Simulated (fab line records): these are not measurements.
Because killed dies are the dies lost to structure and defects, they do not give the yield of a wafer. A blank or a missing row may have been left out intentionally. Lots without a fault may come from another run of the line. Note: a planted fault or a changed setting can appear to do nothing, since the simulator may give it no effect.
Shared-tool check | flow gf180mcu | Sampled: 12 lots, 42 wafers

WHY THIS WAS OPENED
Of 12 lots, 2 have the reading STI_CVD_03_THK flagged at GF_STI_THK_MEAS_04. Fault-free wafers read 207.0 nm, with a standard deviation of 1.8.
Rule: flag the lot when none of its wafers has a number, or when each of its wafers that has one lies beyond 4 standard deviations from that mean. The other lots count as sound.

lot  | measured    | on            | STI_CVD_03_THK (nm), wafer by wafer | flag
L307 | day 1 16:19 | film_metro-03 | 202.6 204.1 204.1                   |
L308 | day 1 18:50 | film_metro-01 | 204.2 203.8 206.6                   |
L309 | day 2 02:09 | film_metro-03 | 212.3 211.2 209.5                   |
L314 | day 3 07:33 | film_metro-04 | 205.6 204.3 204.0                   |
L317 | day 3 15:55 | film_metro-04 | 208.6 209.5 209.0                   |
L320 | day 4 07:14 | film_metro-01 | 206.7 205.5 206.2                   |
L324 | day 5 02:36 | film_metro-01 | 242.2 243.1 240.5 242.3 243.1 240.2 | FLAGGED
L325 | day 5 07:42 | film_metro-01 | 240.7 239.8 241.0 240.5 239.7 240.9 | FLAGGED
L326 | day 5 14:54 | film_metro-04 | 207.1 207.0 207.3                   |
L327 | day 5 18:33 | film_metro-03 | 206.2 204.4 206.2                   |
L328 | day 5 23:07 | film_metro-01 | 204.4 206.5 204.6                   |
L330 | day 6 08:34 | film_metro-04 | 206.2 205.5 208.0                   |
Average over the flagged lots: 241.2 nm; offset from the usual +34.2 nm, equal to +19 standard deviations.

WHICH TOOL EACH LOT WENT THROUGH
The record keeps 1 process step preceding the reading, out of 602 steps on the route. In each cell: the tool, then ch and the chambers that the sampled wafers went through, then the start.
lot  | flag    | GF_STI_CVD_03
L307 |         | lpcvd-02 ch 0, day 1 14:20
L308 |         | lpcvd-02 ch 0, day 1 16:51
L309 |         | lpcvd-02 ch 1, day 2 00:10
L314 |         | lpcvd-01 ch 0, day 3 05:33
L317 |         | lpcvd-01 ch 1, day 3 13:55
L320 |         | lpcvd-01 ch 1, day 4 05:14
L324 | FLAGGED | lpcvd-02 ch 0, day 5 00:35
L325 | FLAGGED | lpcvd-02 ch 1, day 5 05:42
L326 |         | lpcvd-01 ch 0, day 5 11:55
L327 |         | lpcvd-01 ch 0, day 5 15:34
L328 |         | lpcvd-01 ch 1, day 5 21:08
L330 |         | lpcvd-01 ch 1, day 6 06:34
What these steps do:
- GF_STI_CVD_03: deposits Si3N4 from DCS/NH3, target thk 207.16 nm, time 3551 s.
- GF_STI_THK_MEAS_04

FLAGGED OVER TOTAL, TOOL BY TOOL (the gauges that took the reading come last)
step               | tool          | lots run | flagged | share of the flagged lots | sound lots run after its first flagged lot
GF_STI_CVD_03      | lpcvd-01      | 7        | 0       | none                      | -
GF_STI_CVD_03      | lpcvd-02      | 5        | 2       | all                       | 0
GF_STI_THK_MEAS_04 | film_metro-01 | 5        | 2       | all                       | 1 (L328)
GF_STI_THK_MEAS_04 | film_metro-03 | 3        | 0       | none                      | -
GF_STI_THK_MEAS_04 | film_metro-04 | 4        | 0       | none                      | -

WHAT THE TABLE ALLOWS
Rows of the table that ran all the flagged lots, 2 in number: lpcvd-02 at GF_STI_CVD_03; film_metro-01 at GF_STI_THK_MEAS_04.
- lpcvd-02 at GF_STI_CVD_03 ran 5 lots, 2 of them flagged. Last sound lot L309 at day 2 00:10, first flagged lot L324 at day 5 00:35; a fault beginning in between fits.
- film_metro-01 at GF_STI_THK_MEAS_04 ran 5 lots, 2 of them flagged. After the first flagged lot (L328), sound lots still ran on it; a lasting fault on the whole tool would not permit that.
lpcvd-02 at GF_STI_CVD_03 is the single tool remaining.

WHAT HAD BEEN PUT IN BY THE SIMULATOR
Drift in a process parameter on lpcvd-02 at GF_STI_CVD_03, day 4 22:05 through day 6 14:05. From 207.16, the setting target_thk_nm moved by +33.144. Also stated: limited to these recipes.
Lots struck among those shown: L324, L325. The same result came from the rule above.
